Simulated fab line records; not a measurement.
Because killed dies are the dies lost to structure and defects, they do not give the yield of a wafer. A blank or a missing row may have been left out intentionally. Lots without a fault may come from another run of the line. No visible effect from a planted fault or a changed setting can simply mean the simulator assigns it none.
Lot-split experiment :: flow sky130 :: 5 lots, 23 wafers read, on a route of 708 steps

SPLIT DETAILS
At SKY_SD_P_DEVELOP_06 (develop time 60 s), the setting develop_time_s was moved away from the recipe's 60 s on 10 of the 23 wafers read, by -8.5% to +14.2%. This setting was run at the recipe's value on the other wafers.

No step appears in the file between the split and the reading.

THE READING
cd_nm (nm) at SKY_SD_P_CD_MEAS_07, where the cd target is 380 nm. On this fab line, fault-free wafers typically give 379.7 nm with a standard deviation of 2.2 nm.

wafer: L076.1
tool, chamber at the split: litho_track-03, 0
develop_time_s as run, s: 60
against the recipe: recipe
cd_nm, nm: 375.9
against lot-mates on the recipe: -

wafer: L076.2
tool, chamber at the split: litho_track-03, 0
develop_time_s as run, s: 60
against the recipe: recipe
cd_nm, nm: 376.6
against lot-mates on the recipe: -

wafer: L076.3
tool, chamber at the split: litho_track-03, 0
develop_time_s as run, s: 55.37
against the recipe: -7.7%
cd_nm, nm: 369.9
against lot-mates on the recipe: -7.0

wafer: L076.4
tool, chamber at the split: litho_track-03, 0
develop_time_s as run, s: 60
against the recipe: recipe
cd_nm, nm: 378.1
against lot-mates on the recipe: -

wafer: L076.5
tool, chamber at the split: litho_track-03, 0
develop_time_s as run, s: 55.37
against the recipe: -7.7%
cd_nm, nm: 369.7
against lot-mates on the recipe: -7.2

wafer: L078.2
tool, chamber at the split: litho_track-02, 0
develop_time_s as run, s: 60
against the recipe: recipe
cd_nm, nm: 378.2
against lot-mates on the recipe: -

wafer: L078.5
tool, chamber at the split: litho_track-02, 0
develop_time_s as run, s: 60
against the recipe: recipe
cd_nm, nm: 379.4
against lot-mates on the recipe: -

wafer: L078.6
tool, chamber at the split: litho_track-02, 0
develop_time_s as run, s: 60
against the recipe: recipe
cd_nm, nm: 377.7
against lot-mates on the recipe: -

wafer: L079.2
tool, chamber at the split: litho_track-01, 0
develop_time_s as run, s: 60
against the recipe: recipe
cd_nm, nm: 381.9
against lot-mates on the recipe: -

wafer: L079.3
tool, chamber at the split: litho_track-01, 0
develop_time_s as run, s: 60
against the recipe: recipe
cd_nm, nm: 379.9
against lot-mates on the recipe: -

wafer: L079.4
tool, chamber at the split: litho_track-01, 0
develop_time_s as run, s: 55.77
against the recipe: -7.0%
cd_nm, nm: 376.0
against lot-mates on the recipe: -4.7

wafer: L079.5
tool, chamber at the split: litho_track-01, 0
develop_time_s as run, s: 60
against the recipe: recipe
cd_nm, nm: 380.4
against lot-mates on the recipe: -

wafer: L079.6
tool, chamber at the split: litho_track-01, 0
develop_time_s as run, s: 55.77
against the recipe: -7.0%
cd_nm, nm: 374.1
against lot-mates on the recipe: -6.6

wafer: L080.1
tool, chamber at the split: litho_track-02, 0
develop_time_s as run, s: 60
against the recipe: recipe
cd_nm, nm: 376.9
against lot-mates on the recipe: -

wafer: L080.2
tool, chamber at the split: litho_track-02, 0
develop_time_s as run, s: 60
against the recipe: recipe
cd_nm, nm: 380.5
against lot-mates on the recipe: -

wafer: L080.3
tool, chamber at the split: litho_track-02, 0
develop_time_s as run, s: 54.89
against the recipe: -8.5%
cd_nm, nm: 368.4
against lot-mates on the recipe: -10.3

wafer: L080.4
tool, chamber at the split: litho_track-02, 0
develop_time_s as run, s: 54.89
against the recipe: -8.5%
cd_nm, nm: 371.8
against lot-mates on the recipe: -6.9

wafer: L080.5
tool, chamber at the split: litho_track-02, 0
develop_time_s as run, s: 54.89
against the recipe: -8.5%
cd_nm, nm: 369.1
against lot-mates on the recipe: -9.6

wafer: L085.1
tool, chamber at the split: litho_track-01, 0
develop_time_s as run, s: 68.55
against the recipe: +14.2%
cd_nm, nm: 390.7
against lot-mates on the recipe: +12.3

wafer: L085.2
tool, chamber at the split: litho_track-01, 0
develop_time_s as run, s: 68.55
against the recipe: +14.2%
cd_nm, nm: 391.8
against lot-mates on the recipe: +13.4

wafer: L085.3
tool, chamber at the split: litho_track-01, 0
develop_time_s as run, s: 60
against the recipe: recipe
cd_nm, nm: 378.2
against lot-mates on the recipe: -

wafer: L085.5
tool, chamber at the split: litho_track-01, 0
develop_time_s as run, s: 68.55
against the recipe: +14.2%
cd_nm, nm: 394.9
against lot-mates on the recipe: +16.5

wafer: L085.6
tool, chamber at the split: litho_track-01, 0
develop_time_s as run, s: 60
against the recipe: recipe
cd_nm, nm: 378.6
against lot-mates on the recipe: -

FIT RESULTS
A straight line over all 23 wafers: cd_nm changes by +0.962 nm for each +1% of develop_time_s; r = +0.96; the points scatter about the line by 1.9 nm.
The same after taking each lot's own level away (the mean of its wafers on the recipe; 23 wafers): +0.976 nm for each +1%; r = +0.98; scatter 1.3 nm.
That fit puts the effect of the largest move of develop_time_s on the reading at 14 nm.
Measured against the standard deviation above, the lots' own levels, which go from 376.87 to 380.73 nm, span 1.8 times it.
Consequently the slope shifts little with the lot-to-lot level, the two slopes agreeing.
Check: +14.6 nm against its lot-mates is what the line predicts for one of the wafers moved furthest among these (+14.2%) when that wafer is left out of the fit. It came out at +12.3 nm against them.

THE OTHER SPLITS THESE WAFERS WENT THROUGH
Before the reading, these wafers also passed through other splits. Each is held against what the fit with the lots' levels taken away leaves over:
other split on the same wafers: SKY_POLY_GATE_ETCH_16 bias_w
wafers away from the commonest value: 9
r with cd_nm (lot level and that fit taken away): -0.07

other split on the same wafers: SKY_LDD_P_SOFTBAKE_03 temp_c
wafers away from the commonest value: 10
r with cd_nm (lot level and that fit taken away): -0.16

other split on the same wafers: SKY_LDD_P_DEVELOP_06 dev_temp_c
wafers away from the commonest value: 7
r with cd_nm (lot level and that fit taken away): -0.06

other split on the same wafers: SKY_LDD_HVN_IMPLANT_08 energy_kev
wafers away from the commonest value: 5
r with cd_nm (lot level and that fit taken away): +0.01

other split on the same wafers: SKY_LDD_HVP_IMPLANT_08 dose_cm2
wafers away from the commonest value: 4
r with cd_nm (lot level and that fit taken away): -0.20

other split on the same wafers: SKY_POLY_CUT_COAT_03 spin_rpm
wafers away from the commonest value: 9
r with cd_nm (lot level and that fit taken away): +0.18

other split on the same wafers: SKY_POLY_CUT_ETCH_10 ion_energy_ev
wafers away from the commonest value: 11
r with cd_nm (lot level and that fit taken away): +0.10

FILE'S OWN FIT
cd_nm changes by +0.966 nm for each +1% of develop_time_s, r = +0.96.
